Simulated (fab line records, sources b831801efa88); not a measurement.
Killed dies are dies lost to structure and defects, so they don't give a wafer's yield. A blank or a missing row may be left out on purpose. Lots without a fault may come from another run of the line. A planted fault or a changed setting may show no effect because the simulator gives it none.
Which tool did it? | flow gf180mcu | 14 lots, 42 wafers sampled, at 5 steps of a route of 602

WHAT THE GAUGES READ, wafer by wafer
The record holds no reading of a measuring or inspecting step that can be judged against a usual standard deviation.

WHICH TOOL RAN EACH LOT (tool, then ch and the chambers of the sampled wafers, then the start)
lot  | GF_SAB_STRIP_13                      | GF_CONTACT_CMP_04             | GF_M1_SPUTTER_02             | GF_M2_METAL_ETCH_16               | GF_M2_STRIP_17
L139 | plasma_asher-03 ch 0,1, day 15 09:38 | cmp-02 ch 1,2,3, day 15 10:38 | pvd_sputter-03, day 16 09:43 | rie_metal-03 ch 0,1, day 19 11:11 | plasma_asher-03 ch 0,1, day 19 11:19
L140 | plasma_asher-01 ch 0, day 15 19:02   | cmp-01 ch 1,3, day 15 20:00   | pvd_sputter-03, day 16 20:07 | rie_metal-04 ch 0,1, day 19 21:14 | plasma_asher-02 ch 0,1, day 19 21:22
L143 | plasma_asher-03 ch 0,1, day 16 10:14 | cmp-01 ch 1,2,3, day 16 11:17 | pvd_sputter-03, day 17 11:28 | rie_metal-04 ch 0,1, day 20 14:53 | plasma_asher-02 ch 0,1, day 20 15:00
L142 | plasma_asher-01 ch 0,1, day 16 16:24 | cmp-01 ch 0,1,3, day 16 17:27 | pvd_sputter-01, day 17 18:22 | rie_metal-04 ch 0,1, day 20 21:17 | plasma_asher-01 ch 0,1, day 20 21:25
L146 | plasma_asher-01 ch 0,1, day 18 02:35 | cmp-01 ch 1,2,3, day 18 03:32 | pvd_sputter-01, day 19 05:44 | rie_metal-04 ch 0, day 22 08:56   | plasma_asher-01 ch 0,1, day 22 09:09
L154 | plasma_asher-02 ch 0,1, day 21 01:57 | cmp-02 ch 1,2,3, day 21 02:56 | pvd_sputter-04, day 22 05:05 | rie_metal-02 ch 0,1, day 25 03:53 | plasma_asher-03 ch 0,1, day 25 04:01
L155 | plasma_asher-02 ch 0,1, day 21 08:50 | cmp-02 ch 0,1,3, day 21 09:47 | pvd_sputter-04, day 22 11:24 | rie_metal-04 ch 0,1, day 25 11:23 | plasma_asher-03 ch 0,1, day 25 11:31
L157 | plasma_asher-02 ch 0,1, day 21 15:14 | cmp-02 ch 0,3, day 21 16:10   | pvd_sputter-04, day 22 17:18 | rie_metal-04 ch 0,1, day 25 15:02 | plasma_asher-02 ch 0,1, day 25 15:10
L156 | plasma_asher-01 ch 0,1, day 21 19:43 | cmp-01 ch 1,2, day 21 20:42   | pvd_sputter-03, day 22 21:08 | rie_metal-02 ch 0,1, day 25 19:05 | plasma_asher-03 ch 0,1, day 25 19:13
L158 | plasma_asher-03 ch 0,1, day 21 23:39 | cmp-01 ch 1,2,3, day 22 00:38 | pvd_sputter-04, day 23 02:09 | rie_metal-03 ch 0,1, day 25 23:08 | plasma_asher-01 ch 0,1, day 25 23:16
L159 | plasma_asher-01 ch 0,1, day 22 07:41 | cmp-02 ch 0,1,3, day 22 08:44 | pvd_sputter-01, day 23 09:11 | rie_metal-03 ch 0,1, day 26 05:13 | plasma_asher-01 ch 0,1, day 26 05:21
L160 | plasma_asher-03 ch 0,1, day 22 13:59 | cmp-02 ch 0,2,3, day 22 14:56 | pvd_sputter-04, day 23 16:04 | rie_metal-04 ch 0,1, day 26 11:08 | plasma_asher-02 ch 0,1, day 26 11:16
L161 | plasma_asher-02 ch 0, day 22 21:11   | cmp-01 ch 0,1,3, day 22 22:08 | pvd_sputter-04, day 23 22:35 | rie_metal-03 ch 0,1, day 26 18:05 | plasma_asher-03 ch 0, day 26 18:13
L162 | plasma_asher-01 ch 0,1, day 23 00:37 | cmp-02 ch 0,1,3, day 23 01:35 | pvd_sputter-01, day 24 02:13 | rie_metal-04 ch 0,1, day 26 21:29 | plasma_asher-01 ch 0,1, day 26 21:36
- GF_SAB_STRIP_13: strips in O2/N2.
- GF_CONTACT_CMP_04: polishes SiO2.
- GF_M1_SPUTTER_02: material AlCu, target thk 450 nm, time 23.9 s.
- GF_M2_METAL_ETCH_16: etches the open film in Cl2/BCl3, stops on SiO2, target depth 750.8 nm, time 125.1 s.
- GF_M2_STRIP_17: strips in O2/N2.

WHAT THE TOOLS THEMSELVES READ (means of the sampled wafers that have a number; where no wafer has one, the mark that the record gives instead)
GF_SAB_STRIP_13. Usual: drypump_motor_current_A 5.7 A, standard deviation 0.42; heater_power_w 356 W, standard deviation 26; oes_product_au 0.710 a.u., standard deviation 0.0048; strip_time_to_endpoint_s 12.61 s, standard deviation 0.039.
lot  | tool            | drypump_motor_current_A (A) | heater_power_w (W) | oes_product_au (a.u.) | strip_time_to_endpoint_s (s) | flag
L139 | plasma_asher-03 | 6.0                         | 351                | 0.712                 | 12.60                        |
L140 | plasma_asher-01 | 5.8                         | 386                | 0.711                 | 12.64                        |
L143 | plasma_asher-03 | 6.0                         | 356                | 0.711                 | 12.65                        |
L142 | plasma_asher-01 | 5.7                         | 359                | 0.712                 | 12.63                        |
L146 | plasma_asher-01 | 5.6                         | 335                | 0.708                 | 12.64                        |
L154 | plasma_asher-02 | 5.6                         | 364                | 0.712                 | 12.62                        |
L155 | plasma_asher-02 | 5.3                         | 376                | 0.715                 | 12.59                        |
L157 | plasma_asher-02 | 5.7                         | 361                | 0.709                 | 12.64                        |
L156 | plasma_asher-01 | 5.6                         | 339                | 0.708                 | 12.69                        |
L158 | plasma_asher-03 | 6.2                         | 368                | 0.713                 | 12.59                        |
L159 | plasma_asher-01 | 5.7                         | 364                | 0.713                 | 12.62                        |
L160 | plasma_asher-03 | 6.2                         | 373                | 0.710                 | 12.60                        |
L161 | plasma_asher-02 | 6.0                         | 356                | 0.711                 | 12.54                        |
L162 | plasma_asher-01 | 5.7                         | 362                | 0.706                 | 12.57                        |

GF_CONTACT_CMP_04. Usual: motor_current_A 12.5 A, standard deviation 1.5; time_to_endpoint_s 111 s, standard deviation 6.1.
lot  | tool   | motor_current_A (A) | time_to_endpoint_s (s) | flag
L139 | cmp-02 | 12.1                | 117                    |
L140 | cmp-01 | 11.4                | 108                    |
L143 | cmp-01 | 12.1                | 113                    |
L142 | cmp-01 | 11.7                | 112                    |
L146 | cmp-01 | 11.9                | 107                    |
L154 | cmp-02 | 12.4                | 113                    |
L155 | cmp-02 | 12.7                | 108                    |
L157 | cmp-02 | 13.6                | 109                    |
L156 | cmp-01 | 13.1                | 106                    |
L158 | cmp-01 | 12.0                | 104                    |
L159 | cmp-02 | 12.7                | 107                    |
L160 | cmp-02 | 12.7                | 110                    |
L161 | cmp-01 | 11.8                | 112                    |
L162 | cmp-02 | 12.9                | 120                    |

GF_M1_SPUTTER_02. Usual: throttle_valve_pct 29.7 %, standard deviation 1.2.
lot  | tool           | throttle_valve_pct (%) | flag
L139 | pvd_sputter-03 | 30.4                   |
L140 | pvd_sputter-03 | 30.6                   |
L143 | pvd_sputter-03 | 30.6                   |
L142 | pvd_sputter-01 | 29.2                   |
L146 | pvd_sputter-01 | 29.5                   |
L154 | pvd_sputter-04 | 29.5                   |
L155 | pvd_sputter-04 | 30.2                   |
L157 | pvd_sputter-04 | 29.2                   |
L156 | pvd_sputter-03 | 31.0                   |
L158 | pvd_sputter-04 | 29.6                   |
L159 | pvd_sputter-01 | 29.9                   |
L160 | pvd_sputter-04 | 28.5                   |
L161 | pvd_sputter-04 | 29.7                   |
L162 | pvd_sputter-01 | 30.2                   |

GF_M2_METAL_ETCH_16. Usual: drypump_motor_current_A 5.8 A, standard deviation 0.7; oes_product_au 0.990 a.u., standard deviation 0.0071; throttle_valve_pct 28.231 %, standard deviation 0.012.
lot  | tool         | drypump_motor_current_A (A) | oes_product_au (a.u.) | throttle_valve_pct (%) | flag
L139 | rie_metal-03 | 5.9                         | 0.994                 | 28.228                 |
L140 | rie_metal-04 | 5.2                         | 0.988                 | 28.236                 |
L143 | rie_metal-04 | 5.9                         | 0.994                 | 28.229                 |
L142 | rie_metal-04 | 5.2                         | 0.895                 | 28.341                 | OFF
L146 | rie_metal-04 | 6.6                         | 0.945                 | 28.266                 | OFF
L154 | rie_metal-02 | 6.2                         | 0.990                 | 28.229                 |
L155 | rie_metal-04 | 5.9                         | 0.983                 | 28.228                 |
L157 | rie_metal-04 | 5.3                         | 0.982                 | 28.240                 |
L156 | rie_metal-02 | 6.2                         | 0.994                 | 28.231                 |
L158 | rie_metal-03 | 5.9                         | 0.990                 | 28.229                 |
L159 | rie_metal-03 | 5.7                         | 0.993                 | 28.231                 |
L160 | rie_metal-04 | 5.9                         | 0.996                 | 28.237                 |
L161 | rie_metal-03 | 5.9                         | 0.995                 | 28.232                 |
L162 | rie_metal-04 | 5.2                         | 0.986                 | 28.228                 |

GF_M2_STRIP_17. Usual: drypump_motor_current_A 5.8 A, standard deviation 0.44; heater_power_w 357 W, standard deviation 23; oes_product_au 0.539 a.u., standard deviation 0.0055; strip_time_to_endpoint_s 7.40 s, standard deviation 0.063.
lot  | tool            | drypump_motor_current_A (A) | heater_power_w (W) | oes_product_au (a.u.) | strip_time_to_endpoint_s (s) | flag
L139 | plasma_asher-03 | 6.0                         | 356                | 0.537                 | 7.41                         |
L140 | plasma_asher-02 | 5.3                         | 370                | 0.539                 | 7.39                         |
L143 | plasma_asher-02 | 5.6                         | 361                | 0.537                 | 7.41                         |
L142 | plasma_asher-01 | 5.6                         | 364                | 0.560                 | 7.90                         | OFF
L146 | plasma_asher-01 | 5.7                         | 361                | 0.546                 | 7.58                         |
L154 | plasma_asher-03 | 6.2                         | 369                | 0.536                 | 7.39                         |
L155 | plasma_asher-03 | 6.0                         | 354                | 0.538                 | 7.47                         |
L157 | plasma_asher-02 | 5.6                         | 359                | 0.540                 | 7.45                         |
L156 | plasma_asher-03 | 6.0                         | 354                | 0.539                 | 7.39                         |
L158 | plasma_asher-01 | 5.6                         | 336                | 0.535                 | 7.37                         |
L159 | plasma_asher-01 | 5.7                         | 361                | 0.539                 | 7.39                         |
L160 | plasma_asher-02 | 5.6                         | 360                | 0.538                 | 7.34                         |
L161 | plasma_asher-03 | 6.4                         | 369                | 0.544                 | 7.40                         |
L162 | plasma_asher-01 | 5.6                         | 341                | 0.533                 | 7.36                         |

THE ANSWER, worked out from the rows above alone
Rule: a lot is off if the mean of its wafers that have a number lies more than 3 standard deviations from the usual mean. A lot without any number at a reading at which 4 lots or more have one is off too. The other lots that the step has rows for count as sound. The gauges are gone through in route order, then the tools' own readings, and for those a lot's mean is taken as printed above. The first step at which some lot is off is used, and at that step the reading that is off furthest; a lot without a number counts as furthest.
Off: L142, L146, at GF_M2_METAL_ETCH_16 (oes_product_au).
A tool fits if, at that step or a process step before it, it ran every lot that is off, and no sound lot after the first of them. None of those tried fits.

WHAT THE SIMULATOR HAD PUT IN
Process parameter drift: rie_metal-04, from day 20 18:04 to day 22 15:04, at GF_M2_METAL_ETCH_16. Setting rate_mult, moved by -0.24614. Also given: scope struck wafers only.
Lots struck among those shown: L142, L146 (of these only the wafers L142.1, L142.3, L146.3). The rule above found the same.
